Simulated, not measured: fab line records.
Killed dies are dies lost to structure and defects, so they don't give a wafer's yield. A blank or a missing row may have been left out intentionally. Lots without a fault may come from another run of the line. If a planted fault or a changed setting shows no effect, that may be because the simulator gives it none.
The same fault as seen by 2 desks -- flow sky130 -- each desk has only its own numbers; what lay behind them comes last

THE TOOL OWNER'S DESK: pvd sputter-03
The tool's own readings at SKY_METAL5_SPUTTER_03 (material Ti, target thk 5 nm, time 3.3 s): means of the sampled wafers that have a number, for each lot that ran on this tool. If a lot's mean is further than 4 standard deviations from the usual mean, the lot is out of limits and carries the mark OUT (the distance appears in the brackets).
Columns: A = throttle valve pct at SKY_METAL5_SPUTTER_03, usual 30.6 %
lot,first seen here,A
L782,day 45 19:40,29.7
L785,day 46 19:02,30.4
L787,day 47 05:25,29.8
L790,day 47 12:33,31.9
This desk found nothing out of limits on any of the 4 lots.

METROLOGY DESK
What the gauges read, lot by lot, whatever tool the lot ran on: means of the sampled wafers that have a number. If a lot's mean is further than 4 standard deviations from the usual mean, the lot is out of limits and carries the mark OUT (the distance appears in the brackets).
Columns: A = VIA4_W_RS at SKY_VIA4_RS_MEAS_19, usual 0.2269 ohm/sq; B = VIA4_W_THK at SKY_VIA4_THK_MEAS_20, usual 499 nm
lot,first seen here,A,B
L782,day 45 18:58,0.2250,505
L784,day 46 02:41,0.2283,494
L785,day 46 18:29,0.2275,501
L786,day 47 04:34,0.2256,505
L787,day 47 04:44,0.2264,502
L790,day 47 11:59,0.2283,498
L795,day 48 13:50,0.2308,492
This desk found nothing out of limits on any of the 7 lots.

PUT TOGETHER
Nothing out of limits was seen by the tool owner's desk.
At the metrology desk, nothing out of limits was observed.

WHAT THE SIMULATOR PUT IN
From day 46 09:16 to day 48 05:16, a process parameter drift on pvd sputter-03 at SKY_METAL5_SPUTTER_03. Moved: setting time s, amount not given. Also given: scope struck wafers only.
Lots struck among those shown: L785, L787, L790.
